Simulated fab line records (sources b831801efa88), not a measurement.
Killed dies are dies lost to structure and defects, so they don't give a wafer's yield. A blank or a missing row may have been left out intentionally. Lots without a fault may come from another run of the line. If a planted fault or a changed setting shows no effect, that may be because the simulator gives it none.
Which tool was responsible? | flow sfq_line | 39 wafers from 13 lots sampled at 2 of the route's 325 steps

## WHAT EACH GAUGE READ, for each wafer
SFQ_M1_RS_MEAS_909: uses a four-point probe to measure. Usual: M1_NB_RS gives 0.889 ohm/sq (standard deviation 0.0088).
lot  | measured     | on            | M1_NB_RS (ohm/sq) | flag
L450 | day 17 06:38 | film_metro-03 | 0.885 0.883 0.885 |
L452 | day 17 13:47 | film_metro-01 | 0.883 0.881 0.877 |
L453 | day 17 15:37 | film_metro-03 | 0.876 0.879 0.871 |
L454 | day 17 17:59 | film_metro-04 | 0.883 0.882 0.887 |
L456 | day 17 22:49 | film_metro-03 | 0.873 0.879 0.876 |
L457 | day 18 01:16 | film_metro-01 | 0.883 0.888 0.891 |
L458 | day 19 20:40 | film_metro-01 | 0.888 0.888 0.883 |
L459 | day 20 01:35 | film_metro-04 | 0.888 0.891 0.888 |
L460 | day 21 20:08 | film_metro-01 | 1.518 0.888 1.515 | OFF
L468 | day 25 19:49 | film_metro-03 | 0.896 0.896 0.893 |
L469 | day 25 23:52 | film_metro-03 | 0.885 0.887 0.877 |
L470 | day 26 03:41 | film_metro-01 | 0.897 0.893 0.889 |
L472 | day 26 22:53 | film_metro-01 | 0.904 0.899 0.907 |

## TOOL THAT RAN EACH LOT (tool first, then ch and the chambers of the sampled wafers, then the start)
lot  | SFQ_TRILAYER_M1_DEP_SPUTTER_037
L450 | pvd_sputter-03, day 17 06:30
L452 | pvd_sputter-05, day 17 13:41
L453 | pvd_sputter-04, day 17 15:29
L454 | pvd_sputter-05, day 17 17:53
L456 | pvd_sputter-05, day 17 22:41
L457 | pvd_sputter-05, day 18 01:07
L458 | pvd_sputter-04, day 19 20:32
L459 | pvd_sputter-05, day 20 01:28
L460 | pvd_sputter-05, day 21 20:03
L468 | pvd_sputter-05, day 25 19:42
L469 | pvd_sputter-04, day 25 23:46
L470 | pvd_sputter-04, day 26 03:35
L472 | pvd_sputter-05, day 26 22:47
- SFQ_TRILAYER_M1_DEP_SPUTTER_037: material Nb, target thk 200 nm, time 133.3 s.

## AS READ BY THE TOOLS THEMSELVES (means over the sampled wafers that have a number; for cases with no such wafer, the mark the record gives instead)
SFQ_TRILAYER_M1_DEP_SPUTTER_037. Usual: base_pressure_pa 1.32e-06 Pa, standard deviation 1e-07; throttle_valve_pct 30.3 %, standard deviation 0.91.
lot  | tool           | base_pressure_pa (Pa) | throttle_valve_pct (%) | flag
L450 | pvd_sputter-03 | 1.37e-06              | 29.0                   |
L452 | pvd_sputter-05 | 1.40e-06              | 30.6                   |
L453 | pvd_sputter-04 | 1.31e-06              | 30.1                   |
L454 | pvd_sputter-05 | 1.42e-06              | 30.7                   |
L456 | pvd_sputter-05 | 1.37e-06              | 30.8                   |
L457 | pvd_sputter-05 | 1.38e-06              | 30.2                   |
L458 | pvd_sputter-04 | 1.30e-06              | 29.9                   |
L459 | pvd_sputter-05 | 1.38e-06              | 30.9                   |
L460 | pvd_sputter-05 | 1.33e-06              | 30.4                   |
L468 | pvd_sputter-05 | 1.37e-06              | 30.5                   |
L469 | pvd_sputter-04 | 1.45e-06              | 30.5                   |
L470 | pvd_sputter-04 | 1.36e-06              | 30.3                   |
L472 | pvd_sputter-05 | 1.28e-06              | 30.5                   |

## THE ANSWER, worked out from the rows above alone
Rule: take the mean of a lot's wafers that have a number; if it is more than 3 standard deviations from the usual mean, the lot is off. Also off: a lot with no number at a reading for which 4 or more lots have one. All remaining lots with rows at the step are treated as sound. After the gauges, taken in route order, come the tools' own readings; for these a lot's mean is taken, as printed above. The first step at which some lot is off is used, and at that step the reading that is off furthest; a lot without a number counts as furthest.
Off: L460, seen at SFQ_M1_RS_MEAS_909 (M1_NB_RS).
A tool fits if, at a process step before that reading, it ran every lot that is off, and no sound lot after the first of them. Gauges at SFQ_M1_RS_MEAS_909: tried the same way as those tools. No candidate that was tried fits.

## WHAT THE SIMULATOR HAD PUT IN
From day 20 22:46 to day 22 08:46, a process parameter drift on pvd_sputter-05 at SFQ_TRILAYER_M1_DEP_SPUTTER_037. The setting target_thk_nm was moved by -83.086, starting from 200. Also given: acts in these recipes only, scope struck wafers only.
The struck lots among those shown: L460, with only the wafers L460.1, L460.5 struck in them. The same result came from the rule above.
